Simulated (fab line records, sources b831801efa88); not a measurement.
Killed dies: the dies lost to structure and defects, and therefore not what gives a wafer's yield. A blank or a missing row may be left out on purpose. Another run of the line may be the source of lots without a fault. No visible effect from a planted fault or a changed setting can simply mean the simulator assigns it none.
fab line records | flow sfq_line | part 2 of 2: steps 31 to 40 of 40
[record] lots = 5 | wafers = 15 | last_day = 86
route steps=325 shown M2@93 I2@103 M3@118 I3@133
lots untouched by any fault: they come from a run of this same line in which no faults occurred
start_h: hours from the record's first day to the start of the lot's first wafer shown | wait_h: hours since the lot's step before | " identical to the entry in the row above | L1.1+2: one row covering several wafers at once | - no value, or no start given | * or withheld: withheld | < > ~ a bound
route shown NAME@n: a module of which the file shows steps, and the number in the route of the first | usual: average and standard deviation across the fault-free wafers | same: alike in all rows | chamber/n: place in a boat | sites: per-site readings | _std_site: their standard deviation | _edge_site: inner sites' mean taken away from outer sites' mean | radius_mm: how far each site lies from the wafer's centre | mask NAME#n: copy n | behind: the last tool/chamber to shape the wafer | hold: what put the lot on hold/how long, in hours/how the hold closed | device: the transistor (n, p or np) that didn't switch | end of line: the same wafers' tests at the end of the route | a step without rows: its recipe alone | killed: count of dies lost to structure and defects at first sort (not the wafer's yield) | map: dies across one wafer; x = killed, . = not, _ = none there
set.NAME: the setting that was run; set.NAME@STEP: the one run at that earlier step | model.NAME: the simulator's own value behind a step, which no gauge read
a table for each step, a row for each wafer; lots at some steps of the route
services: when a tool's chamber went out of use (start_h, in hours from the record's first day, below 0 if earlier), for how many hours, and the reason
[[steps]]
[step SFQ_TRILAYER_M3_LITHO_SOFTBAKE_079]
[recipe] temp_c = withheld | time_s = withheld | resist = KrF
lot.wafer  | tool           | chamber | start_h | wait_h
L074.3+4+5 | litho_track-02 | 0       | 527.15  | 0.2
L078.1+2+5 | litho_track-01 | 0       | 565.51  | 0.2
L079.2+5+6 | litho_track-02 | 0       | 588.44  | 0.2
L089.1+3+5 | litho_track-01 | 0       | 692.11  | 0.2
L090.1+4+6 | litho_track-03 | 0       | 704.11  | 0.2
[step SFQ_TRILAYER_M3_LITHO_EXPOSE_076]
[recipe] mask_id = M3 | na = 0.6 | source_shape = conventional | sigma_outer = 0.65 | target_cd_nm = 500 | dose_mj = 14.4
lot.wafer  | tool           | chamber | start_h | wait_h | mask
L074.3+4+5 | krf_scanner-02 | 0       | 671.14  | -      | M3#0
L078.1+2+5 | krf_scanner-02 | 0       | 704.34  | -      | M3#0
L079.2+5+6 | krf_scanner-02 | 0       | 728.54  | -      | M3#0
L089.1+3+5 | krf_scanner-01 | 0       | 835.00  | -      | M3#0
L090.1+4+6 | krf_scanner-01 | 0       | 844.60  | -      | M3#0
[step SFQ_TRILAYER_M3_LITHO_PEB_078]
[recipe] peb_temp_c = 115 | peb_time_s = 60 | resist = KrF
lot.wafer  | tool           | chamber | start_h | wait_h
L074.3+4+5 | litho_track-02 | 0       | 671.99  | 0.7
L078.1+2+5 | litho_track-02 | 0       | 705.54  | 1.0
L079.2+5+6 | litho_track-03 | 0       | 729.57  | 0.8
L089.1+3+5 | litho_track-01 | 0       | 836.20  | 1.0
L090.1+4+6 | litho_track-03 | 0       | 845.80  | 1.0
[step SFQ_TRILAYER_M3_LITHO_DEVELOP_077]
[recipe] time_s = 60 | resist = KrF
lot.wafer  | tool           | chamber | start_h | wait_h
L074.3+4+5 | litho_track-02 | 0       | 672.14  | 0.1
L078.1+2+5 | litho_track-02 | 0       | 705.69  | 0.1
L079.2+5+6 | litho_track-03 | 0       | 729.72  | 0.1
L089.1+3+5 | litho_track-01 | 0       | 836.35  | 0.1
L090.1+4+6 | litho_track-03 | 0       | 845.95  | 0.1
[step SFQ_M3_OVL_MEAS_921]
[usual] M3_OVL = 0/5.3
lot.wafer | tool       | chamber | start_h | wait_h | M3_OVL[nm]
L074.3    | overlay-01 | -       | 672.25  | 0.1    | -11
L074.4    | "          | -       | "       | "      | -9
L074.5    | "          | -       | "       | "      | -6
L078.1    | overlay-01 | -       | 705.84  | 0.1    | 7
L078.2    | "          | -       | "       | "      | 9
L078.5    | "          | -       | "       | "      | 4
L079.2    | overlay-01 | -       | 729.85  | 0.1    | -4
L079.5    | "          | -       | "       | "      | 0
L079.6    | "          | -       | "       | "      | -6
L089.1    | overlay-01 | -       | 836.50  | 0.1    | -2
L089.3    | "          | -       | "       | "      | -1
L089.5    | "          | -       | "       | "      | -4
L090.1    | overlay-02 | -       | 846.10  | 0.1    | -1
L090.4    | "          | -       | "       | "      | 1
L090.6    | "          | -       | "       | "      | 4
[step SFQ_TRILAYER_M3_BARC_OPEN_METAL_ETCH_100]
[recipe] mask_material = PR | chemistry = O2 | target_depth_nm = 125 | target = BARC | icp_w = 600 | bias_w = 80 | pressure_mtorr = 10 | time_s = 41.7
[usual] drypump_motor_current_A = 5.53/0.13 | oes_product_au = 0.685/0.0047 | rf_fwd_power_W = 594.9/2.2
lot.wafer | tool         | chamber | start_h | wait_h | drypump_motor_current_A | oes_product_au | rf_fwd_power_W | rf_hours_counter_h
L074.3    | rie_metal-04 | 0       | 672.30  | 0.0    | 5.58                    | 0.685          | 596.5          | -
L074.4    | "            | 1       | "       | "      | 5.56                    | 0.687          | 597.1          | -
L074.5    | "            | 0       | "       | "      | 5.59                    | 0.678          | 595.9          | -
L078.1    | rie_metal-01 | 0       | 705.88  | 0.0    | 5.41                    | 0.687          | 595.5          | 25
L078.2    | "            | 1       | "       | "      | 5.55                    | 0.694          | 595.9          | 148
L078.5    | "            | 0       | "       | "      | 5.46                    | 0.686          | 594.4          | -
L079.2    | rie_metal-04 | 0       | 729.90  | 0.0    | 5.58                    | 0.680          | 595.7          | -
L079.5    | "            | 0       | "       | "      | 5.60                    | 0.690          | 597.1          | -
L079.6    | "            | 0       | "       | "      | 5.61                    | 0.684          | 596.9          | -
L089.1    | rie_metal-04 | 1       | 836.54  | 0.0    | 5.54                    | 0.681          | 599.3          | 14
L089.3    | "            | 1       | "       | "      | 5.57                    | 0.684          | 599.0          | -
L089.5    | "            | 0       | "       | "      | 5.60                    | 0.676          | 594.7          | -
L090.1    | rie_metal-01 | 0       | 846.14  | 0.0    | 5.43                    | 0.683          | 594.3          | 41
L090.4    | "            | 0       | "       | "      | 5.41                    | 0.684          | 590.7          | -
L090.6    | "            | 0       | "       | "      | 5.43                    | 0.682          | 591.9          | -
[step SFQ_TRILAYER_M3_ETCH_METAL_ETCH_078]
[recipe] target = Nb | stop_on = SiO2 | mask_material = PR | chemistry = Cl2/Ar | target_depth_nm = 240 | icp_w = 600 | bias_w = 80 | pressure_mtorr = 10 | time_s = 120
[usual] drypump_motor_current_A = 5.53/0.13 | oes_product_au = 0.895/0.0066 | rf_fwd_power_W = 597.1/1.8
lot.wafer | tool         | chamber | start_h | wait_h | drypump_motor_current_A | oes_product_au | rf_fwd_power_W | rf_hours_counter_h
L074.3    | rie_metal-04 | 0       | 672.38  | 0.1    | 5.60                    | 0.902          | 597.1          | -
L074.4    | "            | 1       | "       | "      | 5.57                    | 0.892          | 599.2          | -
L074.5    | "            | 0       | "       | "      | 5.59                    | 0.891          | 597.4          | -
L078.1    | rie_metal-01 | 0       | 705.96  | 0.1    | 5.40                    | 0.888          | 596.4          | 25
L078.2    | "            | 1       | "       | "      | 5.59                    | 0.902          | 599.9          | 148
L078.5    | "            | 0       | "       | "      | 5.39                    | 0.889          | 595.2          | -
L079.2    | rie_metal-04 | 0       | 730.04  | 0.1    | 5.61                    | 0.896          | 598.1          | -
L079.5    | "            | 0       | "       | "      | 5.60                    | 0.885          | 597.7          | -
L079.6    | "            | 0       | "       | "      | 5.59                    | 0.890          | 598.5          | -
L089.1    | rie_metal-04 | 1       | 836.60  | 0.0    | 5.56                    | 0.888          | 599.9          | 14
L089.3    | "            | 1       | "       | "      | 5.56                    | 0.888          | 597.9          | -
L089.5    | "            | 0       | "       | "      | 5.58                    | 0.886          | 595.1          | -
L090.1    | rie_metal-01 | 0       | 846.26  | 0.1    | 5.39                    | 0.891          | 593.3          | 41
L090.4    | "            | 0       | "       | "      | 5.43                    | 0.907          | 598.5          | -
L090.6    | "            | 0       | "       | "      | 5.41                    | 0.904          | 597.3          | -
[step SFQ_TRILAYER_M3_STRIP_STRIP_079]
[recipe] gas = O2 | power_w = 200 | platen_temp_c = 40 | overash_fraction = 0.65 | chemistry = O2 | pressure_mtorr = 50
[usual] drypump_motor_current_A = 5.53/0.13 | oes_product_au = 1.002/0.01
lot.wafer | tool         | chamber | start_h | wait_h | drypump_motor_current_A | oes_product_au | rf_hours_counter_h
L074.3    | rie_metal-04 | 0       | 672.66  | 0.2    | 5.54                    | 1.004          | -
L074.4    | "            | 1       | "       | "      | 5.54                    | 0.986          | -
L074.5    | "            | 0       | "       | "      | 5.60                    | 0.994          | -
L078.1    | rie_metal-01 | 0       | 706.12  | 0.1    | 5.40                    | 0.992          | 25
L078.2    | "            | 1       | "       | "      | 5.53                    | 1.012          | 148
L078.5    | "            | 0       | "       | "      | 5.38                    | 1.001          | -
L079.2    | rie_metal-04 | 0       | 730.45  | 0.4    | 5.57                    | 1.008          | -
L079.5    | "            | 0       | "       | "      | 5.57                    | 1.003          | -
L079.6    | "            | 0       | "       | "      | 5.58                    | 1.013          | -
L089.1    | rie_metal-04 | 1       | 836.72  | 0.1    | 5.55                    | 0.988          | 14
L089.3    | "            | 1       | "       | "      | 5.57                    | 0.978          | -
L089.5    | "            | 0       | "       | "      | 5.59                    | 1.015          | -
L090.1    | rie_metal-01 | 0       | 846.51  | 0.2    | 5.40                    | 0.992          | 41
L090.4    | "            | 0       | "       | "      | 5.41                    | 0.990          | -
L090.6    | "            | 0       | "       | "      | 5.38                    | 0.989          | -
[step SFQ_TRILAYER_M3_STRIP_SOLV_CLEAN_080]
[recipe] chemistry = NMP | temp_c = 70 | time_s = 600
lot.wafer  | tool         | chamber | start_h | wait_h
L074.3+4+5 | wet_bench-02 | 6,3,5   | 673.06  | 0.2
L078.1+2+5 | wet_bench-03 | 1,3,2   | 706.92  | 0.5
L079.2+5+6 | wet_bench-03 | 0,7,4   | 731.45  | 0.8
L089.1+3+5 | wet_bench-03 | 5,4,3   | 837.32  | 0.4
L090.1+4+6 | wet_bench-02 | 2,0,1   | 847.71  | 1.0
[step SFQ_TRILAYER_I3_DEP_PECVD_081]
[recipe] material = SiO2 | temp_c = 150 | time_s = 111.11 | pressure_torr = 2.4 | rf_w = 183.3 | precursor = SiH4/N2O | target_thk_nm = 500
[usual] heater_power_w = 87/16 | rf_fwd_power_W = 182.2/0.58 | throttle_valve_pct = 23.9/0.99
lot.wafer | tool     | chamber | start_h | wait_h | heater_power_w | rf_fwd_power_W | throttle_valve_pct
L074.3    | pecvd-03 | 0       | 673.24  | 0.0    | 79             | 182.4          | 22.5
L074.4    | "        | 2       | "       | "      | 113            | 183.0          | 25.7
L074.5    | "        | 1       | "       | "      | 60             | 182.6          | 23.0
L078.1    | pecvd-01 | 2       | 707.10  | 0.0    | 83             | 181.8          | 23.0
L078.2    | "        | 1       | "       | "      | 77             | 181.4          | 23.7
L078.5    | "        | 2       | "       | "      | 83             | 181.1          | 22.7
L079.2    | pecvd-01 | 1       | 731.62  | 0.0    | 78             | 181.5          | 23.9
L079.5    | "        | 0       | "       | "      | 102            | 181.9          | 24.0
L079.6    | "        | 2       | "       | "      | 82             | 181.7          | 23.0
L089.1    | pecvd-01 | 0       | 837.50  | 0.0    | 105            | 182.0          | 24.2
L089.3    | "        | 0       | "       | "      | 107            | 181.4          | 24.1
L089.5    | "        | 2       | "       | "      | 86             | 182.6          | 23.3
L090.1    | pecvd-03 | 2       | 847.88  | 0.0    | 116            | 182.2          | 25.9
L090.4    | "        | 0       | "       | "      | 77             | 181.2          | 22.9
L090.6    | "        | 1       | "       | "      | 66             | 183.2          | 22.9
[[services]]
tool           | chamber | start_h | hours | kind
rie_metal-04   | -       | 343.37  | 2.8   | pm
rie_metal-04   | -       | 348.70  | 2.5   | repair
krf_scanner-02 | -       | 360.66  | 4.0   | pm
rie_metal-04   | -       | 363.28  | 0.5   | repair
rie_metal-04   | 0       | 400.38  | 4.2   | repair
krf_scanner-02 | -       | 407.89  | 1.3   | pm
rie_metal-04   | -       | 446.86  | 6.7   | repair
krf_scanner-02 | -       | 472.79  | 0.8   | pm
krf_scanner-02 | -       | 496.34  | 1.0   | pm
rie_metal-01   | 1       | 549.42  | 3.4   | repair
rie_diel-04    | 1       | 572.48  | 7.2   | repair
rie_metal-04   | 1       | 580.87  | 3.0   | repair
krf_scanner-02 | -       | 583.74  | 1.3   | pm
rie_diel-04    | 0       | 629.94  | 2.8   | repair
rie_metal-01   | 0       | 638.84  | 27.9  | repair
krf_scanner-02 | -       | 641.44  | 0.8   | pm
krf_scanner-02 | -       | 644.59  | 3.6   | pm
krf_scanner-02 | -       | 651.74  | 1.0   | pm
rie_diel-04    | -       | 660.24  | 2.8   | pm
krf_scanner-02 | -       | 661.97  | 0.3   | repair
rie_diel-04    | 1       | 676.77  | 6.1   | repair
rie_metal-04   | 1       | 696.67  | 2.3   | repair
rie_metal-01   | 0       | 760.54  | 50.6  | repair
rie_metal-04   | 1       | 814.30  | 2.7   | repair
